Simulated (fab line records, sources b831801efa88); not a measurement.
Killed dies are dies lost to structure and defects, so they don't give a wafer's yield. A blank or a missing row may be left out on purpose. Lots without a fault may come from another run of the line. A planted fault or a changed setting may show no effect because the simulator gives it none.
Split-lot experiment | flow gf180mcu | 5 lots, 23 wafers read, on a route of 602 steps

THE SPLIT
At GF_DNWELL_STRIP_08 (strips in O2/N2), the setting platen_temp_c was moved away from the recipe's 250 C on 6 of the 23 wafers read, by -2.7% to +1.2%. The other wafers ran this setting at the recipe's value.

The reading is taken at the split's own step.

THE READING
oes_product_au, in a.u., at GF_DNWELL_STRIP_08 (strips in O2/N2). Fault-free wafers of this fab line usually give 0.723 a.u., standard deviation 0.004 a.u..

wafer  | tool, chamber at the split | platen_temp_c as run, C | against the recipe | oes_product_au, a.u. | against lot-mates on the recipe
L074.1 | plasma_asher-02, 0         | 253                     | +1.2%              | 0.743                | +0.023
L074.2 | plasma_asher-02, 1         | 250                     | recipe             | 0.712                | -
L074.3 | plasma_asher-02, 1         | 253                     | +1.2%              | 0.748                | +0.028
L074.4 | plasma_asher-02, 0         | 250                     | recipe             | 0.721                | -
L074.5 | plasma_asher-02, 0         | 250                     | recipe             | 0.726                | -
L076.1 | plasma_asher-03, 1         | 250                     | recipe             | 0.730                | -
L076.3 | plasma_asher-03, 0         | 246.7                   | -1.3%              | 0.693                | -0.031
L076.4 | plasma_asher-03, 1         | 246.7                   | -1.3%              | 0.694                | -0.030
L076.5 | plasma_asher-03, 1         | 250                     | recipe             | 0.722                | -
L076.6 | plasma_asher-03, 0         | 250                     | recipe             | 0.721                | -
L079.1 | plasma_asher-01, 0         | 250                     | recipe             | 0.724                | -
L079.4 | plasma_asher-01, 1         | 250                     | recipe             | 0.722                | -
L079.5 | plasma_asher-01, 0         | 250                     | recipe             | 0.721                | -
L080.1 | plasma_asher-03, 1         | 250                     | recipe             | 0.726                | -
L080.2 | plasma_asher-03, 0         | 250                     | recipe             | 0.719                | -
L080.3 | plasma_asher-03, 0         | 250                     | recipe             | 0.723                | -
L080.5 | plasma_asher-03, 0         | 243.3                   | -2.7%              | 0.662                | -0.061
L080.6 | plasma_asher-03, 1         | 243.3                   | -2.7%              | 0.668                | -0.055
L083.2 | plasma_asher-01, 0         | 250                     | recipe             | 0.721                | -
L083.3 | plasma_asher-01, 1         | 250                     | recipe             | 0.728                | -
L083.4 | plasma_asher-01, 0         | 250                     | recipe             | 0.718                | -
L083.5 | plasma_asher-01, 0         | 250                     | recipe             | 0.719                | -
L083.6 | plasma_asher-01, 1         | 250                     | recipe             | 0.716                | -

THE FIT
A straight line over all 23 wafers: oes_product_au changes by +0.021 a.u. for each +1% of platen_temp_c; r = +0.98; the points scatter about the line by 0.004 a.u..
The same after taking each lot's own level away (the mean of its wafers on the recipe; 23 wafers): +0.0218 a.u. for each +1%; r = +0.98; scatter 0.0038 a.u..
On that fit, the largest move of platen_temp_c shifts the reading by 0.058 a.u..
The lots' own levels span 0.7197 to 0.7243 a.u., that is 1.2 times the standard deviation above.
So the lot-to-lot level changes the slope little: the two slopes agree.
Check: with one of the wafers moved furthest among these (-2.7%) left out of the fit, the line predicts -0.0574 a.u. for it against its lot-mates. It came out at -0.0607 a.u. against them.
Tool readings at the split's step, against how far the setting was moved: oes_product_au r = +0.98; strip_time_to_endpoint_s r = -1.00.

OTHER SPLITS ON THESE WAFERS
These wafers also went through other splits before the reading. Each is held against what the fit with the lots' levels taken away leaves over:
other split on the same wafers   | wafers away from the commonest value | r with oes_product_au (lot level and that fit taken away)
GF_STI_CVD_03 time_s             | 18                                   | +0.04
GF_STI_DEVELOP_11 develop_time_s | 9                                    | -0.23
GF_STI_CVD_23 sih4_flow_sccm     | 11                                   | +0.16
GF_STI_OXIDATION_29 temp_c       | 18                                   | -0.07

THE WHOLE CHAIN: every reading that the file lists as answering this split, in the file's order
step               | what it does    | reading                  | change (the file's fit)                  | r (the file's)
GF_DNWELL_STRIP_08 | strips in O2/N2 | oes_product_au           | +0.0217 a.u. for each +1% of the setting | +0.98
GF_DNWELL_STRIP_08 | strips in O2/N2 | strip_time_to_endpoint_s | withheld for each +1% of the setting     | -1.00

THE FILE'S OWN FIT
oes_product_au changes by +0.0217 a.u. for each +1% of platen_temp_c, r = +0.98.
